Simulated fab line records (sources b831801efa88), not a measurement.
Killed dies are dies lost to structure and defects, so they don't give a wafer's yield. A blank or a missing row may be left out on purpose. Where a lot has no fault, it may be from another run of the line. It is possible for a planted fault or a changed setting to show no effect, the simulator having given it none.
Struck lot and sound lot, side by side    flow gf180mcu    22 steps out of a route of 602
Sound: these wafers, L388.1, L388.3, L388.6. Struck: wafers L394.3, L394.5 (left out: L394.2, a lot-mate that was not struck); the cause follows at the end.
Per side, at each step with rows, come the tool, then ch with its chambers, and then its first start. Under that, the readings that differ: sound wafers    struck wafers    difference of the means    sigmas: that difference in standard deviations of wafers without a fault.
alike: readings whose means differ by less than 2 such deviations, and words and numbers that are the same on both sides. not compared: withheld readings, readings that some wafer has no value for, bounds like >300 that may hide the same value, and numbers for which the record gives no deviation and whose values overlap.
A row with sigmas, a row that says differs or no value, or rows on one side alone: a step with any of these is where the two part. Non-overlapping numbers with no deviation appear without sigmas and do not part them. A reading missing from all wafers of one side parts the sides only when that side holds two or more wafers.

first, 3 steps without rows for these wafers: GF_M1_STRIP_18 (strips in post etch residue remover, time 1200 s); GF_M1_CLEAN_19 (cleans in DIW); GF_V1_CVD_00 (deposits SiO2, target thk 600 nm, time 100 s).
GF_V1_THK_MEAS_01:
  sound: film_metro-04 at day 17 02:09; struck: film_metro-04 at day 19 08:40
  alike: V1_CVD_00_THK
GF_V1_CVD_02: deposits SiO2 from TEOS, target thk 850 nm, time 94.851 s.
  sound on pecvd-01 ch 0,1, day 17 02:13; struck on pecvd-01 ch 2, day 19 08:43
  alike: heater_power_w
GF_V1_THK_MEAS_03:
  sound: film_metro-02 at day 17 02:17; struck: film_metro-04 at day 19 08:47
  alike: V1_CVD_02_THK
GF_V1_CMP_04: polishes SiO2.
  sound on cmp-01 ch 1,2, day 17 02:20; struck on cmp-01 ch 2, day 19 08:53
  alike: motor_current_A, time_to_endpoint_s
GF_V1_BOW_MEAS_05:
  sound: film_metro-03 at day 17 02:38; struck: film_metro-03 at day 19 09:10
  alike: V1_BOW
then, 4 steps without rows for these wafers: GF_V1_DEHYDRATE_06 (time 60 s); GF_V1_HMDS_07 (prime time 60 s); GF_V1_COAT_08; GF_V1_COAT_09 (resist thk 1000 nm).
GF_V1_SOFTBAKE_10: time 60 s.
  sound on litho_track-02 ch 0, day 17 14:00; struck on litho_track-02 ch 0, day 19 20:00
reading                   sound              struck         difference  sigmas
heater_power_total_W (W)  93.05 92.92 93.00  102.72 102.77  +9.76       +99 or more
run_length_s (s)          89.11 89.27 89.07  73.05 73.02    -16.11      -95
  alike: chill_plate_temp_C
then, 3 steps without rows for these wafers: GF_V1_EXPOSE_11 (exposes mask Via1, target cd 260 nm); GF_V1_PEB_12 (peb time 90 s); GF_V1_DEVELOP_13 (develop time 60 s).
GF_V1_CD_MEAS_14 targets a cd of 260 nm.
  sound: cd_sem-01 at day 18 02:20; struck: cd_sem-01 at day 20 08:23
reading     sound              struck       difference  sigmas
cd_nm (nm)  259.7 262.4 260.0  255.6 255.4  -5.2        -5
GF_V1_OVL_MEAS_15:
  sound: overlay-01 at day 18 02:27; struck: overlay-02 at day 20 08:30
  alike: V1_OVL
GF_V1_ETCH_16: etches BARC in N2/H2.
  sound on rie_diel-02 ch 0,2,3, day 18 02:29; struck on rie_diel-04 ch 1, day 20 08:32
reading              sound              struck       difference  sigmas
model.V1.cd_nm (nm)  261.4 262.5 258.7  255.6 255.1  -5.5        
  alike: drypump_motor_current_A, h2_flow_sccm, oes_product_au, throttle_valve_pct
GF_V1_ETCH_17: etches SiO2 in C4F8/O2/Ar, stops on TiN, target depth 630 nm.
  sound on rie_diel-02 ch 0,2,3; struck on rie_diel-04 ch 1
reading                sound              struck       difference  sigmas
oes_product_au (a.u.)  0.850 0.857 0.853  0.866 0.861  +0.010      +2
model.V1.cd_nm (nm)    261.9 262.1 259    256.3 255.3  -5.2        
GF_V1_STRIP_18: strips in O2/N2.
  sound on plasma_asher-03 ch 0,1, day 18 02:37; struck on plasma_asher-01 ch 0, day 20 08:40
  alike: drypump_motor_current_A, heater_power_w, oes_product_au
  not compared: rf_hours_counter_h
-- the record jumps here: 10 days lie between the struck wafers' starts before and after (it left off in module V1 and takes up again in module PASSIVATION, whose first step shown is number 602 of the route) --
GF_PASSIVATION_PROBE_99:
  the record has rows for the struck wafers here (prober-01, day 30 17:49) and none for the sound ones

== WHERE THEY PART ==
At GF_V1_SOFTBAKE_10 first; at GF_PASSIVATION_PROBE_99 last (within this record only).

WHY: whatever the simulator had introduced
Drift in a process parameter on litho_track-02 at GF_V1_SOFTBAKE_10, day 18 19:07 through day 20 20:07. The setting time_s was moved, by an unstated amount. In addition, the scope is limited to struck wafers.
